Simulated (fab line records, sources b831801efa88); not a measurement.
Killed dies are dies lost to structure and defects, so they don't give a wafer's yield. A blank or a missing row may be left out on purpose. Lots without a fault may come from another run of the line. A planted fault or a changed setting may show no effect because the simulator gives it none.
Which tool did it? | flow sfq_line | 14 lots, 42 wafers sampled, at 1 step of a route of 325

WHAT THE GAUGES READ, wafer by wafer
The record holds no reading of a measuring or inspecting step that can be judged against a usual standard deviation.

WHICH TOOL RAN EACH LOT (tool, then ch and the chambers of the sampled wafers, then the start)
lot  | SFQ_TRILAYER_M4_LITHO_PEB_096
L180 | litho_track-03 ch 0, day 39 13:17
L181 | litho_track-01 ch 0, day 40 03:43
L183 | litho_track-01 ch 0, day 40 10:55
L187 | litho_track-03 ch 0, day 44 02:13
L188 | litho_track-03 ch 0, day 45 04:37
L189 | litho_track-01 ch 0, day 46 02:13
L194 | litho_track-03 ch 0, day 49 00:50
L195 | litho_track-03 ch 0, day 49 05:44
L196 | litho_track-02 ch 0, day 49 09:23
L197 | litho_track-03 ch 0, day 49 11:43
L198 | litho_track-03 ch 0, day 49 15:20
L200 | litho_track-02 ch 0, day 49 22:31
L201 | litho_track-03 ch 0, day 50 03:19
L202 | litho_track-02 ch 0, day 50 08:10
- SFQ_TRILAYER_M4_LITHO_PEB_096: peb time 60 s.

WHAT THE TOOLS THEMSELVES READ (means of the sampled wafers that have a number; where no wafer has one, the mark that the record gives instead)
SFQ_TRILAYER_M4_LITHO_PEB_096.
lot  | tool           | heater_power_total_W (W) | plate_temp_C (C)
L180 | litho_track-03 | 79.10                    | 115.05
L181 | litho_track-01 | 79.16                    | 115.23
L183 | litho_track-01 | 79.19                    | 114.66
L187 | litho_track-03 | 77.72                    | 113.50
L188 | litho_track-03 | 77.72                    | 113.62
L189 | litho_track-01 | 79.14                    | 115.13
L194 | litho_track-03 | 79.12                    | 114.99
L195 | litho_track-03 | 79.15                    | 115.15
L196 | litho_track-02 | 79.14                    | 114.88
L197 | litho_track-03 | 79.19                    | 115.00
L198 | litho_track-03 | 79.06                    | 114.62
L200 | litho_track-02 | 79.07                    | 114.83
L201 | litho_track-03 | 79.13                    | 115.10
L202 | litho_track-02 | 79.18                    | 114.94

THE ANSWER, worked out from the rows above alone
Rule: what is usual is taken from the lots themselves. Put in order of their means at a reading, lots are off if they are a third of the lots or fewer, leave a main group of 4 or more, and stand apart from it by a gap of 3 or more times the standard deviation of the main group's means; of several such gaps the widest counts. A main group whose means are all the same, to the digits that the tables above print for the reading, isn't used. A lot without any number at a reading at which 4 lots or more have one is off too. The other lots that the step has rows for count as sound. The gauges are gone through in route order, then the tools' own readings, and for those a lot's mean is taken as printed above. The first step at which some lot is off is used, and at that step the reading that is off furthest; a lot without a number counts as furthest.
Off: L187, L188, at SFQ_TRILAYER_M4_LITHO_PEB_096 (heater_power_total_W). The main group: mean 79.14 W, standard deviation 0.041.
A tool fits if, at that step or a process step before it, it ran every lot that is off, and no sound lot after the first of them. None of those tried fits.

WHAT THE SIMULATOR HAD PUT IN
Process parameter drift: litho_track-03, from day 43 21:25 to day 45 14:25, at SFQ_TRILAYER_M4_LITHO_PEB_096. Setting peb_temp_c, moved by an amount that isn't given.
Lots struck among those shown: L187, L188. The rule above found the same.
